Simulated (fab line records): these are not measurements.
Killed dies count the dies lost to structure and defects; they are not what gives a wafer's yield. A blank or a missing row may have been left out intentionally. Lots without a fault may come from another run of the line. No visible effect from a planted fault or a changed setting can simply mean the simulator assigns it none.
The tool behind it: which one?	flow gf180mcu	Sampling: 11 lots, 33 wafers, 5 of 602 route steps

WHAT EACH GAUGE READ, for each wafer
GF_TOP_METAL_RS_MEAS_05: the measuring method here is four-point-probe.
lot	measured	on	TOP_METAL_ALCU_RS (ohm/sq)
L403	day 27 07:02	film_metro-03	0.03266 0.03276 0.03254
L405	day 27 21:43	film_metro-03	0.03292 0.0331 0.03324
L411	day 29 22:26	film_metro-02	0.05504 0.05537 0.05531
L413	day 30 07:41	film_metro-03	0.05438 0.05516 0.05465
L418	day 31 20:53	film_metro-02	0.03255 0.03282 0.03267
L419	day 31 22:50	film_metro-01	0.0322 0.03246 0.03234
L420	day 31 23:50	film_metro-02	0.03265 0.03284 0.03284
L421	day 32 08:25	film_metro-02	0.03258 0.03256 0.03299
L422	day 32 10:29	film_metro-03	0.03309 0.03277 0.03297
L423	day 32 16:15	film_metro-02	0.03299 0.03276 0.03281
L426	day 33 17:26	film_metro-02	0.03307 0.03243 0.0327

WHICH TOOL RAN EACH LOT (tool, then ch and the chambers of the sampled wafers, then the start)
lot	GF_M5_METAL_ETCH_10	GF_V5_CVD_02	GF_TOP_METAL_SPUTTER_00	GF_TOP_METAL_SPUTTER_02
L403	rie_metal-01 ch 0,1, day 26 07:28	pecvd-02 ch 0,1,2, day 26 08:14	pvd_sputter-02, day 27 06:47	pvd_sputter-02, day 27 06:56
L405	rie_metal-02 ch 0,1, day 26 22:38	pecvd-04 ch 1,2, day 26 23:25	pvd_sputter-01, day 27 21:28	pvd_sputter-01, day 27 21:36
L411	rie_metal-02 ch 0,1, day 29 00:08	pecvd-04 ch 1,2, day 29 00:56	pvd_sputter-02, day 29 22:13	pvd_sputter-02, day 29 22:21
L413	rie_metal-01 ch 0,1, day 29 09:28	pecvd-04 ch 1,2, day 29 10:17	pvd_sputter-02, day 30 07:28	pvd_sputter-02, day 30 07:36
L418	rie_metal-03 ch 1, day 31 00:19	pecvd-04 ch 0,1, day 31 01:10	pvd_sputter-01, day 31 20:38	pvd_sputter-01, day 31 20:46
L419	rie_metal-02 ch 0,1, day 31 01:46	pecvd-02 ch 0,1,2, day 31 02:30	pvd_sputter-04, day 31 22:34	pvd_sputter-04, day 31 22:42
L420	rie_metal-01 ch 0,1, day 31 04:19	pecvd-02 ch 0,1, day 31 05:03	pvd_sputter-01, day 31 23:34	pvd_sputter-01, day 31 23:42
L421	rie_metal-03 ch 0,1, day 31 12:56	pecvd-04 ch 0,1,2, day 31 13:42	pvd_sputter-01, day 32 08:12	pvd_sputter-01, day 32 08:20
L422	rie_metal-02 ch 0,1, day 31 13:56	pecvd-01 ch 0,2, day 31 14:47	pvd_sputter-01, day 32 10:14	pvd_sputter-01, day 32 10:22
L423	rie_metal-02 ch 0,1, day 31 21:05	pecvd-01 ch 0,1,2, day 31 21:51	pvd_sputter-01, day 32 16:00	pvd_sputter-01, day 32 16:08
L426	rie_metal-03 ch 0, day 32 22:20	pecvd-02 ch 1,2, day 32 23:06	pvd_sputter-02, day 33 17:11	pvd_sputter-02, day 33 17:19
- GF_M5_METAL_ETCH_10: etches the open film in Cl2/BCl3, stops on SiO2, target depth 750.8 nm, time 125.1 s.
- GF_V5_CVD_02: deposits SiO2 from TEOS, target thk 1450 nm, time 163.28 s.
- GF_TOP_METAL_SPUTTER_00: material Ti, target thk 37.5 nm, time 147.6 s.
- GF_TOP_METAL_SPUTTER_02: material AlCu, target thk 900 nm, time 47.82 s.

THE ANSWER, worked out from the rows above alone
Rule: the lots themselves supply what counts as usual. The widest of any qualifying gaps counts: lots, ordered by their means at a reading, are off when they make up no more than a third of the lots, leave a main group of 4 or more, and stand apart from it by 3 or more times the standard deviation of that group's means. The tables above print the reading to a certain number of digits; a main group whose means all agree to those digits is not used. A lot without any number at a reading at which 4 lots or more have one is off too. Where the step has rows for the other lots, those lots are counted as sound.
Off: at GF_TOP_METAL_RS_MEAS_05 (TOP_METAL_ALCU_RS), L411, L413. Main group: mean 0.03275 ohm/sq, sd 0.0002.
If a tool, at a process step before that reading, ran all the lots that are off and no sound lot after the first of them, it fits. Gauges at GF_TOP_METAL_RS_MEAS_05: tried the same way as those tools. Of those tried, none fits.

WHAT WAS PUT IN BY THE SIMULATOR
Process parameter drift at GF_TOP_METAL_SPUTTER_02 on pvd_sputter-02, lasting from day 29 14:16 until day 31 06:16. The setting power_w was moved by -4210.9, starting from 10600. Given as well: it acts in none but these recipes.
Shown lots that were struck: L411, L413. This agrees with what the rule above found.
